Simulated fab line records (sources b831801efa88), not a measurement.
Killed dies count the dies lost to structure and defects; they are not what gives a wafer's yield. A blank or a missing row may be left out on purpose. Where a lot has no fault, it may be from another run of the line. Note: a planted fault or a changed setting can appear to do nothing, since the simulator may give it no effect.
Split-lot study	flow gf180mcu	23 wafers read from 5 lots, route of 602 steps

THE SPLIT ITSELF
At GF_M4_SPUTTER_00 (material Ti, target thk 37.5 nm, time 150 s), the setting power w was moved away from the recipe's 4000 W on 5 of the 23 wafers read, by -10.2% to -6.2%. This setting was run at the recipe's value on the other wafers.

The split's own step is where the reading is taken.

THE READING
Ti_of_M4_SPUTTER_00.thk nm (the simulator's own value, which no gauge read), in nm, at GF_M4_SPUTTER_00 (material Ti, target thk 37.5 nm, time 150 s). The file gives no usual value for it. Average 37.60 nm, standard deviation 0.33 nm, over the 18 wafers here run with the recipe.

wafer	tool, chamber at the split	power w as run, W	against the recipe	Ti_of_M4_SPUTTER_00.thk nm, nm	against lot-mates on the recipe
L076.2	pvd sputter-04, -	4000	recipe	37.7	-
L076.3	pvd sputter-04, -	4000	recipe	37.85	-
L076.4	pvd sputter-04, -	4000	recipe	38.06	-
L077.1	pvd sputter-02, -	4000	recipe	37.39	-
L077.2	pvd sputter-02, -	4000	recipe	37.4	-
L077.3	pvd sputter-02, -	4000	recipe	37.75	-
L077.4	pvd sputter-02, -	4000	recipe	37.62	-
L077.5	pvd sputter-02, -	4000	recipe	37.78	-
L080.1	pvd sputter-01, -	4000	recipe	36.7	-
L080.2	pvd sputter-01, -	4000	recipe	37.54	-
L080.3	pvd sputter-01, -	4000	recipe	38.01	-
L080.4	pvd sputter-01, -	4000	recipe	37.37	-
L080.6	pvd sputter-01, -	4000	recipe	37.74	-
L082.1	pvd sputter-01, -	4000	recipe	36.99	-
L082.2	pvd sputter-01, -	3591	-10.2%	33.84	-3.50
L082.3	pvd sputter-01, -	3591	-10.2%	33.95	-3.39
L082.4	pvd sputter-01, -	3591	-10.2%	33.81	-3.53
L082.6	pvd sputter-01, -	4000	recipe	37.7	-
L083.2	pvd sputter-01, -	4000	recipe	37.75	-
L083.3	pvd sputter-01, -	4000	recipe	37.85	-
L083.4	pvd sputter-01, -	4000	recipe	37.53	-
L083.5	pvd sputter-01, -	3753	-6.2%	35.67	-2.04
L083.6	pvd sputter-01, -	3753	-6.2%	35.59	-2.12

THE FIT
A straight line over all 23 wafers: Ti_of_M4_SPUTTER_00.thk nm changes by +0.357 nm for each +1% of power w; r = +0.97; the points scatter about the line by 0.32 nm.
The same after taking each lot's own level away (the mean of its wafers on the recipe; 23 wafers): +0.34 nm for each +1%; r = +0.98; scatter 0.27 nm.
Per that fit: largest power w move, reading shift of 3.5 nm.
Across the lots, their own levels run from 37.345 to 37.870 nm, a range of 1.6 times the standard deviation given above.
The two slopes are in agreement: the lot-to-lot level therefore moves the slope only a little.
Check: with one of the wafers moved furthest among these (-10.2%) left out of the fit, the line predicts -3.46 nm for it against its lot-mates. It came out at -3.5 nm against them.

FURTHER SPLITS ON THESE WAFERS
These wafers also went through other splits before the reading. Each is held against what the fit with the lots' levels taken away leaves over:
other split on the same wafers	wafers away from the commonest value	r with Ti_of_M4_SPUTTER_00.thk nm (lot level and that fit taken away)
GF_V2_PEB_12 peb time s	10	+0.36
GF_V2_ETCH_17 source w	9	-0.09
GF_M3_SPUTTER_04 time s	6	+0.13
GF_M3_EXPOSE_11 dose mj	7	+0.20
GF_M3_DEVELOP_13 develop time s	11	+0.25
GF_V3_CVD_02 time s	10	+0.06
GF_V3_EXPOSE_11 dose mj	9	+0.48

FILE'S OWN FIT
Ti_of_M4_SPUTTER_00.thk nm changes by +0.34 nm for each +1% of power w, r = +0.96.
